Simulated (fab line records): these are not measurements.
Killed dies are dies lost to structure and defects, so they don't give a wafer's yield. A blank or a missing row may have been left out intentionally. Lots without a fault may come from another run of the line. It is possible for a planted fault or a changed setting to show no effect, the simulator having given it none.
What tool caused it?    flow gf180mcu    33 wafers from 11 lots sampled at 4 of the route's 602 steps

WHAT EACH GAUGE READ, for each wafer
GF_M1_CD_MEAS_14 targets a cd of 230 nm. Usual: 230.0 nm for cd_nm, sd 1.1.
lot   measured      on         cd_nm (nm)         flag
L327  day 16 21:34  cd_sem-02  229.8 230.7 230.2  
L328  day 17 04:02  cd_sem-02  230.1 229.9 230.0  
L329  day 17 15:26  cd_sem-01  228.2 228.2 228.3  
L330  day 17 23:34  cd_sem-02  228.1 229.0 227.6  
L331  day 18 15:20  cd_sem-01  230.0 229.6 229.6  
L332  day 18 23:33  cd_sem-02  230.0 230.1 229.6  
L341  day 22 08:28  cd_sem-01  243.8 242.0 241.8  OFF
L342  day 23 01:46  cd_sem-02  238.7 237.5 238.2  OFF
L346  day 23 22:36  cd_sem-01  230.4 231.5 232.0  
L348  day 24 11:00  cd_sem-01  228.9 229.9 228.6  
L349  day 24 20:00  cd_sem-02  230.3 230.5 231.1  

WHAT TOOL EACH LOT RAN ON (gives the tool, then ch and the chambers of the sampled wafers, and finally the start)
lot   GF_SAB_STRIP_13                       GF_SALICIDE_RTA_08                GF_M1_EXPOSE_11
L327  plasma_asher-01 ch 0,1, day 14 22:07  rtp_anneal-02 ch 0, day 14 22:46  krf_scanner-01 ch 0, day 16 10:07
L328  plasma_asher-03 ch 1, day 15 05:23    rtp_anneal-01 ch 0, day 15 06:01  krf_scanner-01 ch 0, day 16 17:05
L329  plasma_asher-01 ch 0, day 15 16:31    rtp_anneal-01 ch 0, day 15 17:08  krf_scanner-01 ch 0, day 17 04:38
L330  plasma_asher-01 ch 0,1, day 15 22:28  rtp_anneal-01 ch 0, day 15 23:07  krf_scanner-01 ch 0, day 17 11:43
L331  plasma_asher-02 ch 0,1, day 16 12:46  rtp_anneal-01 ch 0, day 16 13:23  krf_scanner-01 ch 0, day 18 03:53
L332  plasma_asher-03 ch 0,1, day 16 21:47  rtp_anneal-02 ch 0, day 16 22:23  krf_scanner-02 ch 0, day 18 11:56
L341  plasma_asher-01 ch 0,1, day 20 06:12  rtp_anneal-02 ch 0, day 20 06:49  krf_scanner-01 ch 0, day 21 20:50
L342  plasma_asher-03 ch 0,1, day 21 00:33  rtp_anneal-01 ch 0, day 21 01:10  krf_scanner-01 ch 0, day 22 14:43
L346  plasma_asher-01 ch 0,1, day 21 21:58  rtp_anneal-02 ch 0, day 21 22:36  krf_scanner-02 ch 0, day 23 11:39
L348  plasma_asher-02 ch 0,1, day 22 11:19  rtp_anneal-02 ch 0, day 22 11:56  krf_scanner-02 ch 0, day 23 23:40
L349  plasma_asher-02 ch 0,1, day 22 19:35  rtp_anneal-02 ch 0, day 22 20:13  krf_scanner-02 ch 0, day 24 08:40
- GF_SAB_STRIP_13: strips in O2/N2.
- GF_SALICIDE_RTA_08: time 30 s.
- GF_M1_EXPOSE_11: exposes mask Metal1, target cd 230 nm.

AS READ BY THE TOOLS THEMSELVES (means over the sampled wafers that have a number; for cases with no such wafer, the mark the record gives instead)
GF_SAB_STRIP_13. Usual: drypump_motor_current_A 6.1 A, standard deviation 0.39; heater_power_w 313 W, standard deviation 31; o2_flow_sccm 3094 sccm, standard deviation 8; oes_product_au 0.710 a.u., standard deviation 0.0042; strip_time_to_endpoint_s 12.59 s, standard deviation 0.037.
lot   tool             drypump_motor_current_A (A)  heater_power_w (W)  o2_flow_sccm (sccm)  oes_product_au (a.u.)  strip_time_to_endpoint_s (s)  flag
L327  plasma_asher-01  6.1                          294                 3106                 0.712                  12.58                         
L328  plasma_asher-03  6.6                          300                 3084                 0.706                  12.61                         
L329  plasma_asher-01  6.1                          337                 3087                 0.712                  12.62                         
L330  plasma_asher-01  6.1                          293                 3094                 0.710                  12.57                         
L331  plasma_asher-02  5.8                          341                 3100                 0.710                  12.54                         
L332  plasma_asher-03  6.5                          291                 3087                 0.710                  12.62                         
L341  plasma_asher-01  6.1                          312                 3097                 0.711                  12.58                         
L342  plasma_asher-03  6.6                          296                 3095                 0.711                  12.56                         
L346  plasma_asher-01  6.1                          314                 3097                 0.715                  12.56                         
L348  plasma_asher-02  5.6                          351                 3096                 0.708                  12.56                         
L349  plasma_asher-02  5.6                          348                 3092                 0.709                  12.60                         

GF_SALICIDE_RTA_08. Usual: lamp_power_pct 18.0 %, standard deviation 1.6; wafer_temp_C_max 802.8, standard deviation 0.99.
lot   tool           lamp_power_pct (%)  wafer_temp_C_max  flag
L327  rtp_anneal-02  19.5                802.1             
L328  rtp_anneal-01  16.4                803.7             
L329  rtp_anneal-01  16.4                802.8             
L330  rtp_anneal-01  16.4                803.4             
L331  rtp_anneal-01  16.4                804.6             
L332  rtp_anneal-02  19.5                802.5             
L341  rtp_anneal-02  19.5                801.7             
L342  rtp_anneal-01  16.4                803.7             
L346  rtp_anneal-02  19.5                802.3             
L348  rtp_anneal-02  19.5                801.9             
L349  rtp_anneal-02  19.5                802.1             

GF_M1_EXPOSE_11. Usual: 27.967 for exposure_dose_mJ_cm2, sd 0.025.
lot   tool            exposure_dose_mJ_cm2  flag
L327  krf_scanner-01  27.967                
L328  krf_scanner-01  27.993                
L329  krf_scanner-01  27.956                
L330  krf_scanner-01  27.960                
L331  krf_scanner-01  27.981                
L332  krf_scanner-02  27.960                
L341  krf_scanner-01  25.874                OFF
L342  krf_scanner-01  26.296                OFF
L346  krf_scanner-02  27.943                
L348  krf_scanner-02  27.942                
L349  krf_scanner-02  27.950                

THE ANSWER, worked out from the rows above alone
Rule: take the mean of a lot's wafers that have a number; if it is more than 3 standard deviations from the usual mean, the lot is off. A lot without any number at a reading at which 4 lots or more have one is off too. Where the step has rows for the other lots, those lots are counted as sound. Order of review: gauges by route order, followed by the tools' own readings, for which a lot's mean as printed above is used. The first step at which some lot is off is used, and at that step the reading that is off furthest; a lot without a number counts as furthest.
Off, at GF_M1_CD_MEAS_14 on cd_nm: L341, L342.
A tool fits if, at a process step before that reading, it ran every lot that is off, and no sound lot after the first of them. The gauges at GF_M1_CD_MEAS_14 aren't tried: what is off there is off at GF_M1_EXPOSE_11 too, on other tools, and a gauge's error can't cause that. One candidate fits, namely krf_scanner-01 at GF_M1_EXPOSE_11. A fault onset in the window from L331 (day 18 03:53, its last sound lot) to L341 (day 21 20:50, its first lot off) fits.
The tool's own readings at GF_M1_EXPOSE_11 bear it out: on the lots that are off they differ by more than 5 times the standard deviation of the sound lots' means. exposure_dose_mJ_cm2 reads 26.085 there against 27.961 on the sound lots.

WHAT THE SIMULATOR HAD PUT IN
Process parameters drifting: krf_scanner-01 at GF_M1_EXPOSE_11, beginning at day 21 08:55. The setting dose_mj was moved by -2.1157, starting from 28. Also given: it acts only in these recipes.
Shown lots that were struck: L341, L342. The rule above found the same.
